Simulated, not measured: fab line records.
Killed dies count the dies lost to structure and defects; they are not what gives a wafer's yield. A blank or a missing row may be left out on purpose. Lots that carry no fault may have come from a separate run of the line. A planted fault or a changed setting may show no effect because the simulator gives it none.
One fault through the eyes of 2 desks + flow gf180mcu + each desk holds nothing but its own numbers, with what lay behind them at the end

DESK OF THE TOOL OWNER: pvd sputter-04
The tool's own readings at GF_V2_SPUTTER_22 (material TiN, target thk 10 nm, time 40 s): means of the sampled wafers that have a number, for each lot that ran on this tool. The brackets show how far a lot's mean lies from the usual mean; more than 4 standard deviations puts the lot out of limits, marked OUT.
Columns: A = throttle valve pct at GF_V2_SPUTTER_22, usual 29.8 %
| lot  | first seen here | A    |
|------|-----------------|------|
| L216 | day 23 17:41    | 30.0 |
| L217 | day 24 04:59    | 29.7 |
This desk found nothing out of limits on any of the 2 lots.

FROM THE METROLOGY DESK
What the gauges read for every lot (on any tool): the sampled wafers with a number, averaged. The brackets show how far a lot's mean lies from the usual mean; more than 4 standard deviations puts the lot out of limits, marked OUT.
Columns: A = V5_W_THK at GF_V5_THK_MEAS_25, usual 342 nm; B = PASSIVATION_CVD_00_THK at GF_PASSIVATION_THK_MEAS_01, usual 1000 nm
| lot  | first seen here | A   | B    |
|------|-----------------|-----|------|
| L207 | day 27 05:34    | 345 | 980  |
| L208 | day 27 11:44    | 346 | 988  |
| L213 | day 29 04:18    | 338 | 1000 |
| L214 | day 29 15:00    | 342 | 997  |
| L216 | day 30 01:49    | 348 | 999  |
| L217 | day 30 13:12    | 343 | 1005 |
| L221 | day 31 13:08    | 347 | 1005 |
| L222 | day 31 16:50    | 336 | 1003 |
| L223 | day 31 21:14    | 338 | 1000 |
| L224 | day 32 06:08    | 344 | 1004 |
| L227 | day 32 23:29    | 345 | 991  |
| L229 | day 33 05:47    | 341 | 1011 |
| L230 | day 33 14:22    | 338 | 1023 |
This desk found nothing out of limits on any of the 13 lots.

BROUGHT TOGETHER
Nothing out of limits was seen by the tool owner's desk.
At the metrology desk, nothing out of limits was observed.

WHAT THE SIMULATOR PUT IN
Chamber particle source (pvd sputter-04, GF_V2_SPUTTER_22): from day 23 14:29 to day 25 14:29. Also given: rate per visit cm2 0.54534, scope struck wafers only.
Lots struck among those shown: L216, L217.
